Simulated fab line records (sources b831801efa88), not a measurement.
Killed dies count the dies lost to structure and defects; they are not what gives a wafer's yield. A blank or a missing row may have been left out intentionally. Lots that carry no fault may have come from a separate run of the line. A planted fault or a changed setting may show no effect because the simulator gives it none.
Chamber matching | flow sfq_line | 3 sister chambers for SFQ_TRILAYER_I0_DEP_PECVD_027 on pecvd-02
The step deposits SiO2 from SiH4/N2O, time 111.11 s, target thk 500 nm. 3 wafers are shown with their chamber, then 10 later ones without.

WAFERS WITH THEIR CHAMBER
wafer  | chamber | throttle_valve_pct (%)
L264.3 | 0       | 24.8
L266.4 | 2       | 23.9
L266.5 | 1       | 25.5

WAFERS WITHOUT THEIR CHAMBER
wafer  | throttle_valve_pct (%)
L266.6 | 24.7
L268.2 | 23.7
L268.3 | 24.7
L268.4 | 24.0
L269.4 | 23.8
L269.5 | 24.8
L269.6 | 23.8
L272.2 | 25.2
L272.4 | 23.9
L272.6 | 25.3

EACH ONE'S CHAMBER
wafer  | from the rows above     | in truth
L266.6 | 0                       | 0
L268.2 | 2                       | 2
L268.3 | 0                       | 0
L268.4 | 2                       | 2
L269.4 | 2                       | 2
L269.5 | 0                       | 0
L269.6 | 2                       | 2
L272.2 | can't be placed: 1 or 0 | 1
L272.4 | 2                       | 2
L272.6 | 1                       | 1
9 of 10 placed correctly. From these rows, 1 cannot be placed; in 1 the true chamber is one of the candidates. Number placed wrongly: 0.
How it was worked out, from the rows above alone: a wafer's distance from a chamber is the root of the sum, over the readings, of the square of ((its reading less the chamber's mean) divided by the reading's scatter). If the next closest chamber is less than 2 further off than the closest, the wafer can't be placed; otherwise it belongs to the closest. Each chamber's mean is taken over the wafers shown for it. The scatter (one wafer shown for each chamber): square how far every hidden wafer sits from the nearest shown wafer, average those squares and take the square root.
